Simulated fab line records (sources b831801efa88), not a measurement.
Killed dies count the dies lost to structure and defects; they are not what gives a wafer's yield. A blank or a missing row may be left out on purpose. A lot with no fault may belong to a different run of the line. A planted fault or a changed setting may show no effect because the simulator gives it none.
What tool caused it?    flow sfq-line    42 wafers from 14 lots sampled at 4 of the route's 325 steps

## WHAT THE GAUGES SHOWED, per wafer
SFQ_L0V_OVL_MEAS_903. Usual: for L0V_OVL the level is 4 nm and the standard deviation is 5.9.
lot   measured      on          L0V_OVL (nm)  flag
L235  day 5 04:38   overlay-02  5 -1 4        
L237  day 5 11:50   overlay-01  16 18 12      
L240  day 6 13:47   overlay-02  -6 -4 0       
L241  day 6 18:35   overlay-01  12 16 18      
L243  day 7 04:11   overlay-01  4 9 8         
L248  day 8 07:47   overlay-02  4 2 7         
L249  day 8 13:47   overlay-02  11 11 9       
L251  day 9 02:59   overlay-01  3 -3 10       
L252  day 9 15:49   overlay-01  7 6 2         
L253  day 9 19:25   overlay-01  5 -4 -3       
L254  day 9 23:01   overlay-02  11 0 3        
L255  day 10 06:13  overlay-01  4 4 6         
L257  day 10 15:49  overlay-01  -3 6 4        
L258  day 11 00:19  overlay-01  1 2 5         

SFQ_M1_RS_MEAS_909: measures by four-point-probe. Usual: for M1_NB_RS the level is 0.887 ohm/sq and the standard deviation is 0.013.
lot   measured      on             M1_NB_RS (ohm/sq)                    flag
L235  day 10 08:29  film-metro-02  0.912 0.891 0.883                    
L237  day 10 15:43  film-metro-02  0.882 0.874 0.882                    
L240  day 11 18:02  film-metro-01  0.903 0.515 0.514 0.902 0.514 0.513  OFF
L241  day 11 23:59  film-metro-02  0.890 0.512 0.882 0.890 0.510 0.883  OFF
L243  day 12 16:47  film-metro-01  0.885 0.887 0.886                    
L248  day 13 22:18  film-metro-04  0.908 0.919 0.929                    
L249  day 14 14:04  film-metro-04  0.887 0.897 0.889                    
L251  day 14 20:06  film-metro-01  0.880 0.883 0.892                    
L252  day 15 09:33  film-metro-02  0.883 0.893 0.891                    
L253  day 15 16:18  film-metro-04  0.891 0.886 0.886                    
L254  day 16 00:07  film-metro-02  0.884 0.859 0.872                    
L255  day 16 10:55  film-metro-04  0.908 0.882 0.904                    
L257  day 17 01:08  film-metro-02  0.871 0.871 0.878                    
L258  day 17 05:55  film-metro-01  0.902 0.907 0.901                    

## TOOL THAT RAN EACH LOT (tool first, then ch and the chambers of the sampled wafers, then the start)
lot   SFQ_TRILAYER_L0_VIA_STRIP_STRIP_017  SFQ_TRILAYER_M1_DEP_SPUTTER_037
L235  rie-metal-03 ch 0,1, day 5 04:45     pvd-sputter-04, day 10 08:24
L237  rie-metal-03 ch 0,1, day 5 11:57     pvd-sputter-06, day 10 15:36
L240  rie-metal-02 ch 0,1, day 6 14:06     pvd-sputter-06, day 11 17:54
L241  rie-metal-02 ch 0, day 6 18:42       pvd-sputter-06, day 11 23:54
L243  rie-metal-01 ch 0,1, day 7 04:30     pvd-sputter-03, day 12 16:40
L248  rie-metal-02 ch 1, day 8 07:54       pvd-sputter-04, day 13 22:13
L249  rie-metal-03 ch 1, day 8 13:54       pvd-sputter-03, day 14 13:59
L251  rie-metal-02 ch 0,1, day 9 03:06     pvd-sputter-03, day 14 20:01
L252  rie-metal-02 ch 0,1, day 9 16:08     pvd-sputter-03, day 15 09:25
L253  rie-metal-03 ch 0,1, day 9 19:32     pvd-sputter-04, day 15 16:13
L254  rie-metal-02 ch 0,1, day 9 23:08     pvd-sputter-06, day 16 00:01
L255  rie-metal-02 ch 0,1, day 10 06:20    pvd-sputter-06, day 16 10:49
L257  rie-metal-03 ch 0,1, day 10 15:56    pvd-sputter-06, day 17 01:02
L258  rie-metal-03 ch 0, day 11 00:26      pvd-sputter-04, day 17 05:50
- SFQ_TRILAYER_L0_VIA_STRIP_STRIP_017: strips in O2.
- SFQ_TRILAYER_M1_DEP_SPUTTER_037: material Nb, target thk 200 nm, time 133.3 s.

## AS READ BY THE TOOLS THEMSELVES (means over the sampled wafers that have a number; for cases with no such wafer, the mark the record gives instead)
SFQ_TRILAYER_L0_VIA_STRIP_STRIP_017. Usual: drypump-motor-current-A 5.58 A, standard deviation 0.27; oes-product-au 0.998 a.u., standard deviation 0.013.
lot   tool          drypump-motor-current-A (A)  oes-product-au (a.u.)  flag
L235  rie-metal-03  5.34                         1.004                  
L237  rie-metal-03  5.34                         1.004                  
L240  rie-metal-02  5.85                         0.991                  
L241  rie-metal-02  5.77                         0.974                  
L243  rie-metal-01  5.13                         1.006                  
L248  rie-metal-02  5.94                         0.982                  
L249  rie-metal-03  5.42                         1.016                  
L251  rie-metal-02  5.82                         0.982                  
L252  rie-metal-02  5.81                         0.979                  
L253  rie-metal-03  5.34                         1.001                  
L254  rie-metal-02  5.80                         0.981                  
L255  rie-metal-02  5.81                         0.986                  
L257  rie-metal-03  5.35                         1.010                  
L258  rie-metal-03  5.30                         1.014                  

SFQ_TRILAYER_M1_DEP_SPUTTER_037. Usual: throttle-valve-pct at 29.8 %, with a standard deviation of 1.1.
lot   tool            throttle-valve-pct (%)  flag
L235  pvd-sputter-04  30.9                    
L237  pvd-sputter-06  29.2                    
L240  pvd-sputter-06  28.3                    
L241  pvd-sputter-06  28.4                    
L243  pvd-sputter-03  30.0                    
L248  pvd-sputter-04  30.4                    
L249  pvd-sputter-03  30.2                    
L251  pvd-sputter-03  30.0                    
L252  pvd-sputter-03  30.1                    
L253  pvd-sputter-04  30.9                    
L254  pvd-sputter-06  29.4                    
L255  pvd-sputter-06  29.7                    
L257  pvd-sputter-06  28.5                    
L258  pvd-sputter-04  31.5                    

## THE ANSWER, worked out from the rows above alone
Rule: a lot counts as off when the mean over its wafers that have a number is more than 3 standard deviations away from the usual mean. A lot without any number at a reading at which 4 lots or more have one is off too. Where the step has rows for the other lots, those lots are counted as sound. Order of review: gauges by route order, followed by the tools' own readings, for which a lot's mean as printed above is used. The first step at which some lot is off is used, and at that step the reading that is off furthest; a lot without a number counts as furthest.
Off: L240, L241, seen at SFQ_M1_RS_MEAS_909 (M1_NB_RS).
A tool fits if, at a process step before that reading, it ran every lot that is off, and no sound lot after the first of them. Gauges at SFQ_M1_RS_MEAS_909: tried the same way as those tools. Of those tried, none fits.

## WHAT THE SIMULATOR HAD PUT IN
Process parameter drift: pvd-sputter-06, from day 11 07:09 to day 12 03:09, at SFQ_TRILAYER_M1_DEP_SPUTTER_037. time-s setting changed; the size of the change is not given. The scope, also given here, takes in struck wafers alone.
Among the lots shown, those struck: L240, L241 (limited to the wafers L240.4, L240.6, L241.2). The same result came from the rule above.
